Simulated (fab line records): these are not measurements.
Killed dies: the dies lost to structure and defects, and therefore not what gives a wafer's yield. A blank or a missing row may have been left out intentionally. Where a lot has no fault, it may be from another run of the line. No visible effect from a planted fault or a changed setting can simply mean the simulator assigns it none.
fab line records	flow sky130	part 1 of 2: steps 1 to 31 of 44
record lots=5	wafers=15	last_day=50
route steps=708 shown VT_ADJUST_HVTR@141 VT_ADJUST_PCH@143 SONOS_TUNNEL@154 SONOS_ONO@168
lots untouched by any fault: they come from a run of this same line in which no faults occurred
start_h: start of the lot's first displayed wafer, in hours after the record's first day	wait_h: hours since the lot's step before	" the same as in the row above	L1.1+2: several wafers, shown together as one row	- no value, or no start given	* or withheld: withheld	< > ~ a bound
route shown NAME@n: NAME is a module with steps in the file, n the number in the route of the first one	usual: mean/standard deviation taken from wafers without a fault	same: alike in all rows	chamber/n: place in a boat	sites: per-site readings	_std_site: the standard deviation of these	_edge_site: the outer-site mean with the inner-site mean subtracted	radius_mm: how far each site lies from the wafer's centre	mask NAME#n: copy n	behind: the tool/chamber that last shaped the wafer	hold: why the lot was held/for how many hours/how that ended	device: names the non-switching transistor (n, p or np)	end of line: at the end of the route, the tests of the same wafers	a step given without rows: its recipe and nothing more	killed: dies lost to structure and defects at the first sort, not the wafer's yield	map: shows each die of a wafer: x if killed, . if not, _ if none is there
set.NAME: the setting that was run; set.NAME@STEP: the one run at that earlier step	model.NAME: the simulator's own value behind a step, which no gauge read
lots seen at some steps along the route; tables by step, rows by wafer
services: a tool's chamber out of use, with start hour (start_h, from the record's first day; less than 0 if before it), hours out, and reason
## steps
# step SKY_VT_ADJUST_HVTR_STRIP_10
# recipe chemistry=O2/N2	power_w=1400	pressure_mtorr=1500	platen_temp_c=withheld	o2_flow_sccm=3000	n2_flow_sccm=300	overash_fraction=0.5
# usual drypump_motor_current_A=5.8/0.4	oes_product_au=0.716/0.0041	strip_time_to_endpoint_s=14.30/0.032
lot.wafer	tool	chamber	start_h	wait_h	drypump_motor_current_A	oes_product_au	rf_hours_counter_h	strip_time_to_endpoint_s
L078.1	plasma_asher-03	0	232.39	0.1	5.9	0.718	11	14.32
L078.3	"	1	"	"	5.6	0.718	-	14.27
L078.5	"	0	"	"	5.9	0.726	-	14.27
L081.3	plasma_asher-03	0	253.57	0.1	5.9	0.713	-	14.28
L081.4	"	1	"	"	5.7	0.723	-	14.28
L081.5	"	1	"	"	5.6	0.718	-	14.26
L093.2	plasma_asher-02	0	347.59	0.1	6.4	0.715	67	14.32
L093.4	"	0	"	"	6.3	0.716	-	14.35
L093.6	"	1	"	"	5.5	0.715	-	14.33
L095.1	plasma_asher-01	1	358.13	0.1	5.0	0.718	65	14.28
L095.2	"	0	"	"	6.4	0.714	65	14.28
L095.6	"	1	"	"	5.0	0.723	-	14.28
L096.1	plasma_asher-01	0	368.58	0.1	6.4	0.722	66	14.36
L096.5	"	0	"	"	6.4	0.722	-	14.36
L096.6	"	1	"	"	5.0	0.714	-	14.36
# step SKY_VT_ADJUST_HVTR_TW_MEAS_11
# usual VT_ADJUST_HVTR_TW=211.4/0.95
lot.wafer	tool	chamber	start_h	wait_h	VT_ADJUST_HVTR_TW
L078.1	film_metro-03	-	232.49	0.1	209.5
L078.3	"	-	"	"	210.3
L078.5	"	-	"	"	209.4
L081.3	film_metro-02	-	253.66	0.1	212.5
L081.4	"	-	"	"	213.0
L081.5	"	-	"	"	212.6
L093.2	film_metro-04	-	347.70	0.1	210.6
L093.4	"	-	"	"	209.7
L093.6	"	-	"	"	210.6
L095.1	film_metro-03	-	358.23	0.1	210.8
L095.2	"	-	"	"	212.3
L095.6	"	-	"	"	211.6
L096.1	film_metro-02	-	368.68	0.1	212.4
L096.5	"	-	"	"	211.8
L096.6	"	-	"	"	211.7
# step SKY_VT_ADJUST_PCH_DEHYDRATE_00
# recipe temp_c=200	time_s=60
lot.wafer	tool	chamber	start_h	wait_h
L078.1+3+5	litho_track-03	0	243.64	11.1
L081.3+4+5	litho_track-03	0	264.14	10.5
L093.2+4+6	litho_track-03	0	361.31	13.6
L095.1+2+6	litho_track-01	0	371.81	13.6
L096.1+5+6	litho_track-02	0	381.14	12.4
# step SKY_VT_ADJUST_PCH_HMDS_01
# recipe prime_time_s=60	prime_temp_c=120
lot.wafer	tool	chamber	start_h	wait_h
L078.1+3+5	litho_track-03	0	243.79	0.1
L081.3+4+5	litho_track-03	0	264.29	0.1
L093.2+4+6	litho_track-03	0	361.46	0.1
L095.1+2+6	litho_track-01	0	371.96	0.1
L096.1+5+6	litho_track-02	0	381.29	0.1
# step SKY_VT_ADJUST_PCH_COAT_02
# recipe spin_rpm=2000	resist_thk_nm=3000
# usual dispense_pressure_kPa=52/7
lot.wafer	tool	chamber	start_h	wait_h	dispense_pressure_kPa
L078.1	litho_track-03	0	243.94	0.1	56
L078.3	"	0	"	"	56
L078.5	"	0	"	"	56
L081.3	litho_track-03	0	264.44	0.1	56
L081.4	"	0	"	"	56
L081.5	"	0	"	"	56
L093.2	litho_track-03	0	361.61	0.1	56
L093.4	"	0	"	"	56
L093.6	"	0	"	"	56
L095.1	litho_track-01	0	372.11	0.1	40
L095.2	"	0	"	"	40
L095.6	"	0	"	"	40
L096.1	litho_track-02	0	381.44	0.1	56
L096.5	"	0	"	"	56
L096.6	"	0	"	"	56
# step SKY_VT_ADJUST_PCH_SOFTBAKE_03
# recipe temp_c=110	time_s=withheld
lot.wafer	tool	chamber	start_h	wait_h
L078.1+3+5	litho_track-03	0	244.09	0.1
L081.3+4+5	litho_track-03	0	264.60	0.1
L093.2+4+6	litho_track-03	0	361.77	0.1
L095.1+2+6	litho_track-01	0	372.26	0.1
L096.1+5+6	litho_track-02	0	381.59	0.1
# step SKY_VT_ADJUST_PCH_EXPOSE_04
# recipe mask_id=NWM	na=0.6	source_shape=conventional	sigma_outer=0.6	polarization=unpolarized	target_cd_nm=840	dose_mj=255
lot.wafer	tool	chamber	start_h	wait_h	mask
L078.1+3+5	iline_stepper-02	0	-	-	NWM#0
L081.3+4+5	iline_stepper-02	0	-	-	NWM#0
L093.2+4+6	iline_stepper-01	0	-	-	NWM#0
L095.1+2+6	iline_stepper-02	0	-	-	NWM#0
L096.1+5+6	iline_stepper-01	0	-	-	NWM#0
# step SKY_VT_ADJUST_PCH_PEB_05
# recipe temp_c=115	time_s=withheld
lot.wafer	tool	chamber	start_h	wait_h
L078.1+3+5	litho_track-02	0	-	-
L081.3+4+5	litho_track-02	0	-	-
L093.2+4+6	litho_track-01	0	-	-
L095.1+2+6	litho_track-03	0	-	-
L096.1+5+6	litho_track-03	0	-	-
# step SKY_VT_ADJUST_PCH_DEVELOP_06
# recipe wall_angle_deg=90	developer=TMAH	develop_time_s=60	dev_temp_c=23
lot.wafer	tool	chamber	start_h	wait_h
L078.1+3+5	litho_track-02	0	-	-
L081.3+4+5	litho_track-02	0	-	-
L093.2+4+6	litho_track-01	0	-	-
L095.1+2+6	litho_track-03	0	-	-
L096.1+5+6	litho_track-03	0	-	-
# step SKY_VT_ADJUST_PCH_OVL_MEAS_07
# usual VT_ADJUST_PCH_OVL=-0.9/1.3
lot.wafer	tool	chamber	start_h	wait_h	VT_ADJUST_PCH_OVL[nm]
L078.1	overlay-01	-	256.05	-	0.7
L078.3	"	-	"	"	0.4
L078.5	"	-	"	"	0.6
L081.3	overlay-01	-	277.91	-	-0.1
L081.4	"	-	"	"	-0.1
L081.5	"	-	"	"	-0.4
L093.2	overlay-01	-	375.36	-	1.6
L093.4	"	-	"	"	-0.2
L093.6	"	-	"	"	1.9
L095.1	overlay-02	-	386.29	-	-0.9
L095.2	"	-	"	"	-1.6
L095.6	"	-	"	"	-0.4
L096.1	overlay-02	-	395.94	-	0.5
L096.5	"	-	"	"	1.2
L096.6	"	-	"	"	-0.6
# step SKY_VT_ADJUST_PCH_IMPLANT_08
# recipe species=B	energy_kev=10	dose_cm2=5e+11	tilt_deg=withheld
lot.wafer	tool	chamber	start_h	wait_h
L078.1+3+5	implanter-02	0	256.08	0.0
L081.3+4+5	implanter-02	0	277.98	0.1
L093.2+4+6	implanter-02	0	375.42	0.0
L095.1+2+6	implanter-02	0	386.32	0.0
L096.1+5+6	implanter-01	0	395.97	0.0
# step SKY_VT_ADJUST_PCH_STRIP_09
# recipe chemistry=O2/N2	power_w=1400	pressure_mtorr=1500	platen_temp_c=withheld	o2_flow_sccm=3000	n2_flow_sccm=300	overash_fraction=0.5
# usual drypump_motor_current_A=5.7/0.55	oes_product_au=0.722/0.0049	strip_time_to_endpoint_s=36.94/0.096
lot.wafer	tool	chamber	start_h	wait_h	drypump_motor_current_A	oes_product_au	rf_hours_counter_h	strip_time_to_endpoint_s
L078.1	plasma_asher-04	0	256.23	0.1	5.9	0.715	45	37.00
L078.3	"	0	"	"	5.9	0.725	-	37.04
L078.5	"	0	"	"	5.9	0.730	-	37.05
L081.3	plasma_asher-01	1	278.11	0.1	5.0	0.725	-	37.23
L081.4	"	0	"	"	6.4	0.716	-	37.18
L081.5	"	1	"	"	5.0	0.724	-	37.08
L093.2	plasma_asher-02	0	375.54	0.1	6.3	0.723	69	36.85
L093.4	"	0	"	"	6.3	0.717	-	36.95
L093.6	"	1	"	"	5.4	0.719	-	36.94
L095.1	plasma_asher-01	1	386.47	0.1	5.0	0.720	68	37.01
L095.2	"	0	"	"	6.4	0.720	68	37.01
L095.6	"	0	"	"	6.4	0.731	-	37.00
L096.1	plasma_asher-02	1	396.12	0.1	5.5	0.720	71	36.98
L096.5	"	0	"	"	6.3	0.720	-	36.98
L096.6	"	1	"	"	5.5	0.723	-	36.88
# step SKY_VT_ADJUST_PCH_TW_MEAS_10
# usual VT_ADJUST_PCH_TW=142.4/0.99
lot.wafer	tool	chamber	start_h	wait_h	VT_ADJUST_PCH_TW
L078.1	film_metro-04	-	256.33	0.1	143.2
L078.3	"	-	"	"	143.4
L078.5	"	-	"	"	142.0
L081.3	film_metro-02	-	278.20	0.1	142.6
L081.4	"	-	"	"	142.9
L081.5	"	-	"	"	143.4
L093.2	film_metro-01	-	375.65	0.1	140.5
L093.4	"	-	"	"	141.7
L093.6	"	-	"	"	141.3
L095.1	film_metro-04	-	386.57	0.1	141.5
L095.2	"	-	"	"	142.0
L095.6	"	-	"	"	142.0
L096.1	film_metro-01	-	396.22	0.1	141.1
L096.5	"	-	"	"	141.0
L096.6	"	-	"	"	140.2
# step SKY_SONOS_TUNNEL_DEHYDRATE_00
# recipe temp_c=200	time_s=60
lot.wafer	tool	chamber	start_h	wait_h
L078.1+3+5	litho_track-04	0	267.33	11.0
L081.3+4+5	litho_track-03	0	289.94	11.7
L093.2+4+6	litho_track-03	0	389.26	13.6
L095.1+2+6	litho_track-04	0	399.28	12.7
L096.1+5+6	litho_track-03	0	409.23	13.0
# step SKY_SONOS_TUNNEL_HMDS_01
# recipe prime_time_s=60	prime_temp_c=120
lot.wafer	tool	chamber	start_h	wait_h
L078.1+3+5	litho_track-04	0	267.48	0.1
L081.3+4+5	litho_track-03	0	290.09	0.1
L093.2+4+6	litho_track-03	0	389.41	0.1
L095.1+2+6	litho_track-04	0	399.43	0.1
L096.1+5+6	litho_track-03	0	409.38	0.1
# step SKY_SONOS_TUNNEL_COAT_02
# recipe resist=NOVOLAK	spin_rpm=3000	resist_thk_nm=1140
# usual dispense_pressure_kPa=55.1/1.3
lot.wafer	tool	chamber	start_h	wait_h	dispense_pressure_kPa
L078.1	litho_track-04	0	267.63	0.1	53.7
L078.3	"	0	"	"	53.7
L078.5	"	0	"	"	53.6
L081.3	litho_track-03	0	290.24	0.1	56.4
L081.4	"	0	"	"	56.4
L081.5	"	0	"	"	56.4
L093.2	litho_track-03	0	389.56	0.1	56.3
L093.4	"	0	"	"	56.3
L093.6	"	0	"	"	56.4
L095.1	litho_track-04	0	399.58	0.1	53.7
L095.2	"	0	"	"	53.7
L095.6	"	0	"	"	53.7
L096.1	litho_track-03	0	409.53	0.1	56.4
L096.5	"	0	"	"	56.4
L096.6	"	0	"	"	56.3
# step SKY_SONOS_TUNNEL_SOFTBAKE_03
# recipe temp_c=90	time_s=60	resist=NOVOLAK
lot.wafer	tool	chamber	start_h	wait_h
L078.1+3+5	litho_track-04	0	267.78	0.1
L081.3+4+5	litho_track-03	0	290.39	0.1
L093.2+4+6	litho_track-03	0	389.71	0.1
L095.1+2+6	litho_track-04	0	399.73	0.1
L096.1+5+6	litho_track-03	0	409.68	0.1
# step SKY_SONOS_TUNNEL_EXPOSE_04
# recipe mask_id=TUNM	na=0.6	source_shape=conventional	sigma_outer=0.6	polarization=unpolarized	target_cd_nm=410	dose_mj=136
lot.wafer	tool	chamber	start_h	wait_h	mask
L078.1+3+5	iline_stepper-02	0	-	-	TUNM#0
L081.3+4+5	iline_stepper-02	0	-	-	TUNM#0
L093.2+4+6	iline_stepper-02	0	-	-	TUNM#0
L095.1+2+6	iline_stepper-02	0	-	-	TUNM#0
L096.1+5+6	iline_stepper-02	0	-	-	TUNM#0
# step SKY_SONOS_TUNNEL_PEB_05
# recipe temp_c=withheld	time_s=*	resist=NOVOLAK
lot.wafer	tool	chamber	start_h	wait_h
L078.1+3+5	litho_track-03	0	-	-
L081.3+4+5	litho_track-04	0	-	-
L093.2+4+6	litho_track-02	0	-	-
L095.1+2+6	litho_track-04	0	-	-
L096.1+5+6	litho_track-02	0	-	-
# step SKY_SONOS_TUNNEL_DEVELOP_06
# recipe resist=NOVOLAK	developer=TMAH	develop_time_s=60	dev_temp_c=23
lot.wafer	tool	chamber	start_h	wait_h
L078.1+3+5	litho_track-03	0	280.64	0.1
L081.3+4+5	litho_track-04	0	303.33	0.1
L093.2+4+6	litho_track-02	0	403.37	0.1
L095.1+2+6	litho_track-04	0	414.03	0.1
L096.1+5+6	litho_track-02	0	424.44	0.1
# step SKY_SONOS_TUNNEL_CD_MEAS_07
# recipe target_cd_nm=410
# usual cd_nm=410.4/2.2
lot.wafer	tool	chamber	start_h	wait_h	cd_nm
L078.1	cd_sem-01	-	280.79	0.1	411.2
L078.3	"	-	"	"	408.7
L078.5	"	-	"	"	409.8
L081.3	cd_sem-02	-	303.47	0.1	413.4
L081.4	"	-	"	"	413.4
L081.5	"	-	"	"	414.8
L093.2	cd_sem-01	-	403.51	0.1	408.9
L093.4	"	-	"	"	407.9
L093.6	"	-	"	"	408.2
L095.1	cd_sem-02	-	414.18	0.1	411.8
L095.2	"	-	"	"	412.3
L095.6	"	-	"	"	411.5
L096.1	cd_sem-02	-	424.59	0.1	413.7
L096.5	"	-	"	"	413.2
L096.6	"	-	"	"	413.4
# step SKY_SONOS_TUNNEL_OVL_MEAS_08
# usual SONOS_TUNNEL_OVL=-0.7/1.2
lot.wafer	tool	chamber	start_h	wait_h	SONOS_TUNNEL_OVL[nm]
L078.1	overlay-01	-	280.91	0.1	-2.0
L078.3	"	-	"	"	-2.7
L078.5	"	-	"	"	-3.7
L081.3	overlay-01	-	303.56	0.1	0.0
L081.4	"	-	"	"	-0.3
L081.5	"	-	"	"	-0.9
L093.2	overlay-01	-	403.62	0.1	-1.8
L093.4	"	-	"	"	-1.9
L093.6	"	-	"	"	-1.9
L095.1	overlay-02	-	414.30	0.1	-0.2
L095.2	"	-	"	"	0.0
L095.6	"	-	"	"	-1.3
L096.1	overlay-01	-	424.71	0.1	0.5
L096.5	"	-	"	"	-2.6
L096.6	"	-	"	"	-0.7
# step SKY_SONOS_TUNNEL_IMPLANT_09
# recipe species=B	energy_kev=20	dose_cm2=1e+12	tilt_deg=withheld
lot.wafer	tool	chamber	start_h	wait_h
L078.1+3+5	implanter-04	0	280.94	0.0
L081.3+4+5	implanter-03	0	303.63	0.1
L093.2+4+6	implanter-04	0	403.68	0.0
L095.1+2+6	implanter-03	0	414.33	0.0
L096.1+5+6	implanter-03	0	424.75	0.0
# step SKY_SONOS_TUNNEL_WET_ETCH_10
# recipe chemistry=dHF	target_depth_nm=14	target=SiO2	dilution=100:1	temp_c=25	time_s=280
lot.wafer	tool	chamber	start_h	wait_h
L078.1+3+5	wet_bench-02	2	281.09	0.1
L081.3+4+5	wet_bench-03	1	303.73	0.1
L093.2+4+6	wet_bench-03	0	403.80	0.1
L095.1+2+6	wet_bench-02	0	414.48	0.1
L096.1+5+6	wet_bench-03	2	424.90	0.1
# step SKY_SONOS_TUNNEL_STRIP_11
# recipe chemistry=SPM	time_s=600	temp_c=130
lot.wafer	tool	chamber	start_h	wait_h
L078.1+3+5	wet_bench-04	0	281.18	0.0
L081.3+4+5	wet_bench-04	3	303.82	0.0
L093.2+4+6	wet_bench-02	2	403.89	0.0
L095.1+2+6	wet_bench-03	2	414.57	0.0
L096.1+5+6	wet_bench-02	1	424.99	0.0
# step SKY_SONOS_TUNNEL_TW_MEAS_12
# usual SONOS_TUNNEL_TW=196.9/1.6
lot.wafer	tool	chamber	start_h	wait_h	SONOS_TUNNEL_TW
L078.1	film_metro-01	-	281.35	0.0	193.3
L078.3	"	-	"	"	194.6
L078.5	"	-	"	"	194.1
L081.3	film_metro-03	-	304.03	0.0	197.9
L081.4	"	-	"	"	198.6
L081.5	"	-	"	"	197.8
L093.2	film_metro-02	-	404.08	0.0	196.7
L093.4	"	-	"	"	196.8
L093.6	"	-	"	"	196.6
L095.1	film_metro-02	-	414.76	0.0	199.2
L095.2	"	-	"	"	199.5
L095.6	"	-	"	"	198.3
L096.1	film_metro-03	-	425.17	0.0	197.1
L096.5	"	-	"	"	197.6
L096.6	"	-	"	"	196.5
# step SKY_SONOS_TUNNEL_CLEAN_13
# recipe chemistry=dHF	time_s=20	dilution=100:1	dry=ipa_marangoni
lot.wafer	tool	chamber	start_h	wait_h
L078.1+3+5	wet_bench-03	3	281.41	0.1
L081.3+4+5	wet_bench-03	1	304.07	0.0
L093.2+4+6	wet_bench-04	1	404.13	0.0
L095.1+2+6	wet_bench-02	1	414.82	0.1
L096.1+5+6	wet_bench-04	2	425.23	0.1
# step SKY_SONOS_ONO_OXIDATION_00
# recipe temp_c=800	ambient=O2	idle_temp_c=700	ramp_up_c_per_min=10	ramp_down_c_per_min=3	stabilise_s=600	purge_s=300	target_thk_a=26	ox_time_s=1249
# usual spike_tc_lower_C=801.3/1.1	spike_tc_top_C=812.2/2.7	tube_center_temp_C=800/0.07	tube_center_temp_C_max=802.1/0.35	zone_power_upper_pct=14.0/1.8
# same ox_time_s=1249	stabilise_s=600
lot.wafer	tool	chamber	start_h	wait_h	spike_tc_lower_C	spike_tc_top_C	tube_center_temp_C	tube_center_temp_C_max	zone_power_upper_pct
L078.1	furnace-01	0	282.32	0.9	800.3	815.2	799.98	802.9	11.6
L078.3	"	0	"	"	801.3	815.8	799.96	802.1	11.4
L078.5	"	0	"	"	800.7	816.7	799.93	802.3	11.7
L081.3	furnace-01	0	304.93	0.8	800.7	813.3	800	802.2	11.6
L081.4	"	0	"	"	798.4	815.4	799.99	802.0	11.7
L081.5	"	0	"	"	801.2	814.5	799.96	802.2	11.4
L093.2	furnace-02	0	409.20	5.1	801.7	810.2	799.97	801.6	15.4
L093.4	"	0	"	"	800.3	810.0	799.89	802.5	15.3
L093.6	"	0	"	"	800.8	810.5	799.97	801.8	15.3
L095.1	furnace-01	0	422.91	8.1	801.1	816.4	800.09	802.0	11.7
L095.2	"	0	"	"	800.8	815.8	799.89	802.0	11.6
L095.6	"	0	"	"	801.9	815.9	799.93	801.9	11.5
L096.1	furnace-01	0	431.11	5.9	802.0	814.1	800	801.5	11.6
L096.5	"	0	"	"	798.9	816.3	800.06	801.7	11.8
L096.6	"	0	"	"	801.4	816.3	800.06	801.6	11.6
# step SKY_SONOS_ONO_THK_MEAS_01
# recipe reads=SiO2_of_SONOS_ONO_OXIDATION_00
# usual SONOS_ONO_OXIDATION_THK=2.61/0.055
lot.wafer	tool	chamber	start_h	wait_h	SONOS_ONO_OXIDATION_THK[nm]
L078.1	film_metro-01	-	283.66	0.0	2.55
L078.3	"	-	"	"	2.56
L078.5	"	-	"	"	2.53
L081.3	film_metro-03	-	306.30	0.0	2.61
L081.4	"	-	"	"	2.64
L081.5	"	-	"	"	2.65
L093.2	film_metro-01	-	410.56	0.0	2.60
L093.4	"	-	"	"	2.64
L093.6	"	-	"	"	2.60
L095.1	film_metro-01	-	424.25	0.0	2.69
L095.2	"	-	"	"	2.65
L095.6	"	-	"	"	2.68
L096.1	film_metro-01	-	432.46	0.0	2.61
L096.5	"	-	"	"	2.63
L096.6	"	-	"	"	2.65
# step SKY_SONOS_ONO_CVD_02
# recipe material=Si3N4	precursor=DCS/NH3	target_thk_nm=10.5	temp_c=770	time_s=173.3	pressure_mtorr=250
# usual spike_tc_lower_C=770.7/0.97	spike_tc_top_C=786/4.4	zone_power_upper_pct=13.8/0.46
lot.wafer	tool	chamber	start_h	wait_h	spike_tc_lower_C	spike_tc_top_C	zone_power_upper_pct
L078.1	lpcvd-02	1	284.19	0.5	770.7	782	13.3
L078.3	"	1	"	"	770.2	783	13.4
L078.5	"	1	"	"	770.5	780	13.6
L081.3	lpcvd-02	1	309.46	3.2	769.0	782	13.2
L081.4	"	1	"	"	770.7	782	13.2
L081.5	"	1	"	"	771.1	782	13.5
L093.2	lpcvd-02	0	412.28	1.7	770.0	791	14.4
L093.4	"	0	"	"	769.9	788	14.3
L093.6	"	0	"	"	771.5	790	14.3
L095.1	lpcvd-02	0	424.31	0.1	771.5	791	14.3
L095.2	"	0	"	"	771.7	790	14.3
L095.6	"	0	"	"	770.4	789	14.1
L096.1	lpcvd-02	0	432.52	0.1	770.8	788	14.2
L096.5	"	0	"	"	769.2	791	14.6
L096.6	"	0	"	"	771.6	791	14.3
# step SKY_SONOS_ONO_THK_MEAS_03
# recipe reads=Si3N4_of_SONOS_ONO_CVD_02
# usual SONOS_ONO_CVD_02_THK=10.09/0.14
lot.wafer	tool	chamber	start_h	wait_h	SONOS_ONO_CVD_02_THK[nm]
L078.1	film_metro-03	-	285.24	0.0	9.96
L078.3	"	-	"	"	9.99
L078.5	"	-	"	"	10.03
L081.3	film_metro-03	-	310.53	0.0	10.27
L081.4	"	-	"	"	10.22
L081.5	"	-	"	"	10.13
L093.2	film_metro-01	-	413.34	0.0	10.05
L093.4	"	-	"	"	10.23
L093.6	"	-	"	"	10.13
L095.1	film_metro-04	-	425.36	0.0	9.91
L095.2	"	-	"	"	9.84
L095.6	"	-	"	"	9.94
L096.1	film_metro-04	-	433.57	0.0	10.06
L096.5	"	-	"	"	10.04
L096.6	"	-	"	"	9.91
